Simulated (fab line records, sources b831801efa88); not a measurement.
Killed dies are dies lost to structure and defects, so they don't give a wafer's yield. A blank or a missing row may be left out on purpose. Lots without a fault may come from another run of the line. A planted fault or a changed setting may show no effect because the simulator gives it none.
Tool commonality check | flow sky130 | 11 lots, 33 wafers sampled

WHY IT WAS OPENED
At SKY_SPACER_THK_MEAS_01 the reading SPACER_CVD_00_THK is flagged on 3 of 11 lots. Wafers without a fault read 43.2 nm, standard deviation 0.37.
Rule: a lot is flagged when every wafer of it that has a number lies more than 4 standard deviations from that mean, or none has a number. The other lots count as sound.

lot  | measured     | on            | SPACER_CVD_00_THK (nm), wafer by wafer | flag
L357 | day 22 12:55 | film_metro-02 | 43.0 43.0 43.1                         |
L358 | day 22 16:18 | film_metro-02 | 43.2 43.1 43.0                         |
L359 | day 23 14:10 | film_metro-03 | 43.4 43.5 43.5                         |
L363 | day 25 13:56 | film_metro-04 | 43.4 43.3 43.4                         |
L365 | day 26 07:47 | film_metro-02 | 43.1 43.6 43.1                         |
L368 | day 27 11:39 | film_metro-02 | 43.8 43.7 43.7                         |
L367 | day 27 14:14 | film_metro-02 | 43.0 43.2 43.3                         |
L370 | day 28 02:08 | film_metro-03 | 62.6 62.5 62.2                         | FLAGGED
L369 | day 28 04:22 | film_metro-02 | 62.1 61.8 62.0                         | FLAGGED
L371 | day 28 11:25 | film_metro-02 | 62.5 62.5 62.2                         | FLAGGED
L380 | day 30 20:29 | film_metro-02 | 43.4 43.3 43.1                         |
The numbers of the flagged lots are 62.3 nm on average: +19.1 nm against the usual, or +52 standard deviations.

WHICH TOOL RAN EACH LOT
The record holds 1 process step before the reading, out of a route of 708 steps. In each cell: the tool, then ch and the chambers that the sampled wafers went through, then the start.
lot  | flag    | SKY_SPACER_CVD_00
L357 |         | lpcvd-02 ch 1, day 22 11:43
L358 |         | lpcvd-02 ch 1, day 22 14:29
L359 |         | lpcvd-02 ch 1, day 23 12:22
L363 |         | lpcvd-02 ch 1, day 25 12:43
L365 |         | lpcvd-02 ch 1, day 26 06:34
L368 |         | lpcvd-02 ch 0, day 27 10:26
L367 |         | lpcvd-02 ch 1, day 27 13:01
L370 | FLAGGED | lpcvd-02 ch 0, day 28 00:55
L369 | FLAGGED | lpcvd-02 ch 1, day 28 03:10
L371 | FLAGGED | lpcvd-02 ch 1, day 28 10:13
L380 |         | lpcvd-02 ch 1, day 30 19:17
What these steps do:
- SKY_SPACER_CVD_00: deposits Si3N4 from DCS/NH3, target thk 43.1 nm, time 740 s.
- SKY_SPACER_THK_MEAS_01

FLAGGED OVER TOTAL, TOOL BY TOOL (the gauges that took the reading come last)
step                   | tool          | lots run | flagged | share of the flagged lots | sound lots run after its first flagged lot
SKY_SPACER_CVD_00      | lpcvd-02      | 11       | 3       | all                       | 1 (L380)
SKY_SPACER_THK_MEAS_01 | film_metro-02 | 8        | 2       | some                      | 1 (L380)
SKY_SPACER_THK_MEAS_01 | film_metro-03 | 2        | 1       | some                      | 0
SKY_SPACER_THK_MEAS_01 | film_metro-04 | 1        | 0       | none                      | -

WHAT THE TABLE ALLOWS
1 row of the table ran every flagged lot: lpcvd-02 at SKY_SPACER_CVD_00.
- lpcvd-02 at SKY_SPACER_CVD_00: 3 of its 11 lots flagged. Sound lots ran on it after the first flagged one (L380), which a lasting fault on the whole tool wouldn't allow.
No row of the table ran every flagged lot and no sound lot after the first.

WHAT THE SIMULATOR HAD PUT IN
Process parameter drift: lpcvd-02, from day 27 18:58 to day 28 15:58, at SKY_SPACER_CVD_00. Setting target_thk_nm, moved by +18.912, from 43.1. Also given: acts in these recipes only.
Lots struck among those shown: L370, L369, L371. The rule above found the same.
